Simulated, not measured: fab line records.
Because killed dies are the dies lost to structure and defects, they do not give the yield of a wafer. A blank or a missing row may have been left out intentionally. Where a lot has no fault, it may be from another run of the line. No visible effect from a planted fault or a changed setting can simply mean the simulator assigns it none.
Split-lot trial | flow gf180mcu | on a route of 602 steps: 5 lots, 23 wafers read

ABOUT THE SPLIT
At GF_CONTACT_CVD_24 (deposits W, target thk 300 nm, time 90.339 s), the setting temp-c was moved away from the recipe's 400 C on 9 of the 23 wafers read, by -1.4% to +1.7%. All remaining wafers had this setting at the recipe value.

No step appears in the file between the split and the reading.

THE READING
At GF_CONTACT_RS_MEAS_25, a four-point-probe measurement gives CONTACT_W_RS in ohm/sq. On this fab line, fault-free wafers typically give 0.381 ohm/sq with a standard deviation of 0.0051 ohm/sq.

wafer  | tool, chamber at the split | temp-c as run, C | against the recipe | CONTACT_W_RS, ohm/sq | against lot-mates on the recipe
L075.1 | cvd-w-02, 0,1,1,0,1        | 400              | recipe             | 0.385                | -
L075.2 | cvd-w-02, 0,1,1,0,1        | 400              | recipe             | 0.381                | -
L075.4 | cvd-w-02, 0,1,1,0,1        | 400              | recipe             | 0.379                | -
L075.5 | cvd-w-02, 0,1,1,0,1        | 400              | recipe             | 0.374                | -
L075.6 | cvd-w-02, 0,1,1,0,1        | 400              | recipe             | 0.381                | -
L082.1 | cvd-w-02, 0,0,1            | 394.4            | -1.4%              | 0.417                | +0.034
L082.2 | cvd-w-02, 1,0              | 400              | recipe             | 0.384                | -
L082.3 | cvd-w-02, 0,0,1            | 394.4            | -1.4%              | 0.415                | +0.032
L082.4 | cvd-w-02, 0,0,1            | 394.4            | -1.4%              | 0.421                | +0.038
L082.5 | cvd-w-02, 1,0              | 400              | recipe             | 0.381                | -
L083.2 | cvd-w-01, 0,1,0            | 400              | recipe             | 0.385                | -
L083.3 | cvd-w-01, 0,1,0            | 400              | recipe             | 0.381                | -
L083.4 | cvd-w-01, 0,1,0            | 400              | recipe             | 0.381                | -
L084.1 | cvd-w-02, 1,0              | 400              | recipe             | 0.387                | -
L084.2 | cvd-w-02, 0,0,1            | 406.9            | +1.7%              | 0.333                | -0.050
L084.3 | cvd-w-02, 0,0,1            | 406.9            | +1.7%              | 0.335                | -0.048
L084.4 | cvd-w-02, 0,0,1            | 406.9            | +1.7%              | 0.338                | -0.045
L084.5 | cvd-w-02, 1,0              | 400              | recipe             | 0.379                | -
L085.1 | cvd-w-01, 0,1              | 400              | recipe             | 0.384                | -
L085.2 | cvd-w-01, 1,1,0            | 396              | -1.0%              | 0.413                | +0.031
L085.3 | cvd-w-01, 1,1,0            | 396              | -1.0%              | 0.416                | +0.034
L085.4 | cvd-w-01, 1,1,0            | 396              | -1.0%              | 0.409                | +0.027
L085.6 | cvd-w-01, 0,1              | 400              | recipe             | 0.380                | -
If several chambers appear in one row, that row covers several wafers at once and the file leaves open which wafer was in which chamber.

THE FIT
A straight line over all 23 wafers: CONTACT_W_RS changes by -0.0272 ohm/sq for each +1% of temp-c; r = -0.99; the points scatter about the line by 0.0035 ohm/sq.
The same after taking each lot's own level away (the mean of its wafers on the recipe; 23 wafers): -0.0273 ohm/sq for each +1%; r = -0.99; scatter 0.0034 ohm/sq.
On that fit, the largest move of temp-c shifts the reading by 0.047 ohm/sq.
From 0.3800 to 0.3830 ohm/sq: that is the span of the lots' own levels, equal to 0.6 times the standard deviation above.
So the lot-to-lot level changes the slope little: the two slopes agree.
Check: with one of the wafers moved furthest among these (+1.7%) left out of the fit, the line predicts -0.0463 ohm/sq for it against its lot-mates. Against them it came out at -0.05 ohm/sq.

THESE WAFERS: OTHER SPLITS
Other splits were also applied to these wafers ahead of the reading. Each is held against what the fit with the lots' levels taken away leaves over:
other split on the same wafers   | wafers away from the commonest value | r with CONTACT_W_RS (lot level and that fit taken away)
GF_CONTACT_CVD_00 sih4-flow-sccm | 6                                    | -0.22
GF_CONTACT_SOFTBAKE_10 temp-c    | 10                                   | -0.14

FILE'S OWN FIT
CONTACT_W_RS changes by -0.0271 ohm/sq for each +1% of temp-c, r = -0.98.
